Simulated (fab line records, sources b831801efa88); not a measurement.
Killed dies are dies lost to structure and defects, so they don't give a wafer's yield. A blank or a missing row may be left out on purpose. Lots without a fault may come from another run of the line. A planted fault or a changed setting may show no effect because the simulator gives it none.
fab line records | flow sfq_line
record lots=15 wafers=45 last_day=96
route steps=325 shown JJ@193 M5@201
lots that met no fault: from a run of the same line without faults
start_h: hours from the record's first day to the start of the lot's first wafer shown | wait_h: hours since the lot's step before | " the same as in the row above | L1.1+2: a row that stands for several wafers | - no value, or no start given | * or withheld: withheld | < > ~ a bound
route shown NAME@n: a module of which the file shows steps, and the number in the route of the first | usual: mean/standard deviation of fault-free wafers | same: alike in all rows | chamber/n: place in a boat | sites: the reading at each site | _std_site: their standard deviation | _edge_site: outer sites' mean less inner sites' | radius_mm: how far each site lies from the wafer's centre | mask NAME#n: copy n | behind: the tool/chamber that last shaped the wafer | hold: why the lot was held/for how many hours/how that ended | device: the transistor (n, p or np) that didn't switch | end of line: the same wafers' tests at the end of the route | a step without rows: its recipe alone | killed: dies lost to structure and defects at the first sort, not the wafer's yield | map: a wafer's dies, x killed, . not, _ none there
set.NAME: the setting as run; set.NAME@STEP: as run at that earlier step | model.NAME: the simulator's own value behind a step, which no gauge read
steps of the route over a sample of lots; a table a step, a row a wafer
services: from which hour (start_h, from the record's first day; less than 0 if before it) a tool's chamber was out of use, for how many hours, and why
## steps
# step SFQ_TRILAYER_JJ_CE_BARC_OPEN_RIE_150
# recipe mask_material=PR chemistry=O2 target_depth_nm=240 target=BARC icp_w=600 bias_w=80 pressure_mtorr=10 time_s=80
# usual bias_w=79.99/0.25 chamber_pressure_mTorr=9.999/0.011 drypump_motor_current_A=5.9/0.33 oes_product_au=0.538/0.0047
# columns lot.wafer tool chamber start_h wait_h bias_w chamber_pressure_mTorr drypump_motor_current_A oes_product_au rf_hours_counter_h
L822.1 rie_metal-04 1 1208.15 1.0 80.01 10.009 6.4 0.540 103
L822.5 " 1 " " 80.07 9.992 6.4 0.548 -
L822.6 " 0 " " 80.00 10.000 5.7 0.531 -
L825.1 rie_metal-02 0 1227.60 1.0 80.10 10.024 5.4 0.534 102
L825.2 " 1 " " 80.42 10.004 6.0 0.537 70
L825.5 " 1 " " 80.53 9.999 6.0 0.543 -
L826.1 rie_metal-02 1 1231.59 1.0 80.16 10.012 6.0 0.530 71
L826.3 " 1 " " 80.38 10.010 6.0 0.543 -
L826.4 " 0 " " 79.62 10.012 5.5 0.541 -
L827.1 rie_metal-04 0 1244.04 1.0 79.87 9.997 5.7 0.542 19
L827.4 " 0 " " 80.00 9.997 5.7 0.540 -
L827.6 " 0 " " 80.14 10.005 5.7 0.540 -
L828.3 rie_metal-04 1 1273.44 0.7 79.19 9.998 6.4 0.535 -
L828.4 " 1 " " 80.23 10.006 6.4 0.542 -
L828.6 " 1 " " 79.77 10.006 6.4 0.537 -
L829.1 rie_metal-04 0 1406.25 1.0 79.58 9.995 5.7 0.540 39
L829.5 " 0 " " 79.81 10.007 5.7 0.545 -
L829.6 " 0 " " 79.91 9.986 5.7 0.543 -
L830.4 rie_metal-01 0 1409.88 0.4 - - - - -
L830.5 " 0 " " - - - - -
L830.6 " 1 " " - - - - -
L831.1 rie_metal-02 1 1412.25 1.0 - - - - -
L831.4 " 0 " " - - - - -
L831.6 " 0 " " - - - - -
L832.2 rie_metal-02 0 1418.25 0.8 - - - - -
L832.5 " 1 " " - - - - -
L832.6 " 0 " " - - - - -
L837.1 rie_metal-02 0 1566.50 1.0 80.00 10.007 5.5 0.536 27
L837.4 " 0 " " 80.07 9.986 5.5 0.540 -
L837.5 " 1 " " 79.56 10.002 6.0 0.537 -
L838.1 rie_metal-01 0 1580.97 1.0 79.98 10.005 5.6 0.536 7
L838.2 " 1 " " 80.10 10.009 5.9 0.533 46
L838.4 " 0 " " 79.84 10.012 5.6 0.536 -
L840.1 rie_metal-02 1 1604.99 1.0 80.26 10.000 6.0 0.533 125
L840.2 " 0 " " 79.96 9.978 5.5 0.543 34
L840.6 " 0 " " 79.91 10.006 5.5 0.537 -
L842.3 rie_metal-02 0 1636.33 0.7 80.24 10.014 5.5 0.538 -
L842.5 " 0 " " 80.14 9.998 5.5 0.545 -
L842.6 " 0 " " 80.10 9.980 5.5 0.546 -
L844.4 rie_metal-01 0 1657.25 0.4 79.85 9.987 5.7 0.531 -
L844.5 " 1 " " 80.04 9.999 5.9 0.541 -
L844.6 " 0 " " 79.96 10.005 5.6 0.546 -
L845.2 rie_metal-01 1 1659.46 0.8 80.29 10.006 5.9 0.528 58
L845.5 " 0 " " 80.70 10.001 5.6 0.536 -
L845.6 " 1 " " 80.25 10.003 5.9 0.544 -
# step SFQ_TRILAYER_JJ_CE_ETCH_RIE_118
# recipe target=Nb stop_on=Al2O3 mask_material=PR taper_deg=13.257 over_etch_frac=0.15 time_s=97.7 chemistry=SF6 target_depth_nm=170 icp_w=600 bias_w=80 pressure_mtorr=10
# usual bias_w=80.01/0.26 chamber_pressure_mTorr=10.000/0.0095 drypump_motor_current_A=5.9/0.33 oes_product_au=0.985/0.0052
# columns lot.wafer tool chamber start_h wait_h bias_w chamber_pressure_mTorr drypump_motor_current_A oes_product_au rf_hours_counter_h
L822.1 rie_metal-04 1 1208.24 0.1 80.17 9.994 6.4 0.988 104
L822.5 " 1 " " 80.20 9.998 6.4 0.992 -
L822.6 " 0 " " 79.95 10.000 5.7 0.984 -
L825.1 rie_metal-02 0 1227.69 0.1 80.35 9.999 5.4 0.989 102
L825.2 " 1 " " 79.71 9.987 6.0 0.984 70
L825.5 " 1 " " 79.59 10.004 6.0 0.985 -
L826.1 rie_metal-02 1 1231.68 0.1 80.48 9.991 6.0 0.986 71
L826.3 " 1 " " 79.68 10.007 6.0 0.976 -
L826.4 " 0 " " 79.62 10.007 5.4 0.983 -
L827.1 rie_metal-04 0 1244.13 0.1 80.08 10.002 5.7 0.982 19
L827.4 " 0 " " 80.17 10.003 5.6 0.983 -
L827.6 " 0 " " 79.97 10.008 5.7 0.988 -
L828.3 rie_metal-04 1 1273.64 0.2 79.76 10.006 6.4 0.990 -
L828.4 " 1 " " 80.34 10.017 6.4 0.988 -
L828.6 " 1 " " 79.93 9.998 6.4 0.990 -
L829.1 rie_metal-04 0 1406.43 0.2 79.82 9.990 5.7 0.987 39
L829.5 " 0 " " 80.22 9.997 5.7 0.987 -
L829.6 " 0 " " 80.02 10.004 5.7 0.979 -
L830.4 rie_metal-01 0 1409.98 0.1 79.92 10.001 5.6 0.378 -
L830.5 " 0 " " 79.83 10.011 5.6 0.380 -
L830.6 " 1 " " 79.79 9.998 5.9 0.375 -
L831.1 rie_metal-02 1 1412.34 0.1 80.12 10.010 6.0 0.379 98
L831.4 " 0 " " 80.12 9.992 5.5 0.364 -
L831.6 " 0 " " 79.88 9.986 5.5 0.374 -
L832.2 rie_metal-02 0 1418.34 0.1 79.92 10.010 5.4 0.372 7
L832.5 " 1 " " 80.13 9.999 6.0 0.381 -
L832.6 " 0 " " 79.84 9.992 5.5 0.372 -
L837.1 rie_metal-02 0 1566.60 0.1 80.52 10.007 5.5 0.991 27
L837.4 " 0 " " 79.97 9.983 5.5 0.995 -
L837.5 " 1 " " 79.51 10.000 6.0 0.982 -
L838.1 rie_metal-01 0 1581.06 0.1 80.38 9.991 5.6 0.982 7
L838.2 " 1 " " 80.11 9.997 5.9 0.988 46
L838.4 " 0 " " 80.09 9.993 5.6 0.981 -
L840.1 rie_metal-02 1 1605.08 0.1 80.23 10.010 6.0 0.976 125
L840.2 " 0 " " 79.65 10.005 5.5 0.977 35
L840.6 " 0 " " 79.81 10.009 5.5 0.996 -
L842.3 rie_metal-02 0 1636.52 0.2 79.84 9.991 5.5 0.980 -
L842.5 " 0 " " 79.55 10.013 5.5 0.991 -
L842.6 " 0 " " 79.82 10.004 5.5 0.984 -
L844.4 rie_metal-01 0 1657.34 0.1 80.31 10.001 5.6 0.981 -
L844.5 " 1 " " 79.62 10.003 5.9 0.982 -
L844.6 " 0 " " 79.94 10.002 5.7 0.980 -
L845.2 rie_metal-01 1 1659.55 0.1 80.26 9.989 5.9 0.996 58
L845.5 " 0 " " 80.03 9.988 5.7 0.983 -
L845.6 " 1 " " 80.24 10.028 5.9 0.989 -
# step SFQ_TRILAYER_M5_LITHO_EXPOSE_124
# recipe mask_id=M5 na=0.6 source_shape=conventional sigma_outer=0.65 target_cd_nm=700 dose_mj=14.4
# usual exposure_dose_mJ_cm2=14.402/0.013 focus_offset_nm=0.0/0.48
# columns lot.wafer tool chamber start_h wait_h mask exposure_dose_mJ_cm2 focus_offset_nm
L822.1 krf_scanner-02 0 1338.88 - M5#0 14.390 -0.1
L822.5 " 0 " " M5#0 14.396 0.6
L822.6 " 0 " " M5#0 14.396 0.2
L825.1 krf_scanner-02 0 1358.33 - M5#0 14.397 0.4
L825.2 " 0 " " M5#0 14.401 0.2
L825.5 " 0 " " M5#0 14.381 0.2
L826.1 krf_scanner-02 0 1366.73 - M5#0 14.403 -0.1
L826.3 " 0 " " M5#0 14.406 -0.4
L826.4 " 0 " " M5#0 14.391 -0.3
L827.1 krf_scanner-01 0 - - M5#0 14.392 0.8
L827.4 " 0 " " M5#0 14.441 -0.1
L827.6 " 0 " " M5#0 14.411 -0.1
L828.3 krf_scanner-01 0 1392.25 - M5#0 14.391 0.3
L828.4 " 0 " " M5#0 14.419 -0.5
L828.6 " 0 " " M5#0 14.416 0.1
L829.1 krf_scanner-01 0 1410.71 - M5#0 14.408 0.3
L829.5 " 0 " " M5#0 14.420 0.5
L829.6 " 0 " " M5#0 14.426 -0.1
L830.4 krf_scanner-01 - 1413.71 - M5#0 - -
L830.5 " - " " M5#0 - -
L830.6 " - " " M5#0 - -
L831.1 krf_scanner-01 - 1416.71 - M5#0 - -
L831.4 " - " " M5#0 - -
L831.6 " - " " M5#0 - -
L832.2 krf_scanner-01 - 1420.71 - M5#0 - -
L832.5 " - " " M5#0 - -
L832.6 " - " " M5#0 - -
L837.1 krf_scanner-01 0 1569.95 - M5#0 14.388 0.1
L837.4 " 0 " " M5#0 14.421 0.1
L837.5 " 0 " " M5#0 14.398 0.4
L838.1 krf_scanner-01 0 1585.55 - M5#0 14.419 -0.6
L838.2 " 0 " " M5#0 14.386 -0.7
L838.4 " 0 " " M5#0 14.387 -0.5
L840.1 krf_scanner-01 0 1616.52 - M5#0 14.387 -0.3
L840.2 " 0 " " M5#0 14.401 0.5
L840.6 " 0 " " M5#0 14.386 0.1
L842.3 krf_scanner-01 0 1640.06 - M5#0 14.400 0.1
L842.5 " 0 " " M5#0 14.411 0.0
L842.6 " 0 " " M5#0 14.383 0.3
L844.4 krf_scanner-01 0 1787.32 - M5#0 14.403 -0.7
L844.5 " 0 " " M5#0 14.407 -0.4
L844.6 " 0 " " M5#0 14.407 0.4
L845.2 krf_scanner-01 0 1791.72 - M5#0 14.385 0.1
L845.5 " 0 " " M5#0 14.395 -0.3
L845.6 " 0 " " M5#0 14.396 0.3
## services
# columns tool chamber start_h hours kind
krf_scanner-01 - 1194.84 1.3 pm
krf_scanner-01 - 1221.33 1.0 pm
rie_metal-01 - 1233.49 2.8 pm
krf_scanner-01 - 1240.78 0.5 repair
rie_metal-04 1 1249.74 12.6 repair
rie_metal-01 - 1285.56 14.6 repair
krf_scanner-01 - 1305.15 0.8 pm
rie_metal-04 - 1315.15 28.1 pm
krf_scanner-01 - 1354.60 4.0 pm
rie_metal-02 - 1361.70 2.8 pm
krf_scanner-01 - 1370.74 1.3 pm
krf_scanner-01 - 1390.85 1.0 pm
krf_scanner-01 - 1427.75 2.1 repair
rie_metal-01 1 1479.11 9.3 repair
krf_scanner-01 - 1537.63 5.4 repair
krf_scanner-01 - 1552.66 1.3 pm
krf_scanner-01 - 1558.99 1.0 pm
rie_metal-04 - 1571.34 14.6 pm
rie_metal-02 - 1615.47 0.2 repair
krf_scanner-01 - 1615.61 0.9 repair
krf_scanner-01 - 1683.33 3.6 pm
krf_scanner-01 - 1723.01 1.3 pm
krf_scanner-01 - 1727.99 1.0 pm
krf_scanner-01 - 1770.10 0.9 repair
## key
first_sign step=SFQ_TRILAYER_JJ_CE_BARC_OPEN_RIE_150 reading=tool_record direction=missing
effect step=SFQ_TRILAYER_JJ_CE_ETCH_RIE_118 reading=oes_product_au direction=down sigmas=99+ usual=0.985 struck=0.375
effect step=SFQ_TRILAYER_M5_LITHO_EXPOSE_124 reading=tool_record direction=missing
met_at SFQ_TRILAYER_JJ_CE_BARC_OPEN_RIE_150
struck_lots L830,L831,L832
onset_between 1231.59 1409.88
fault kind=skipped_step_whole tool=rie_metal-01,rie_metal-02 chamber=- onset_h=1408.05 steps=SFQ_TRILAYER_JJ_CE_BARC_OPEN_RIE_150 scope=struck_lots_only
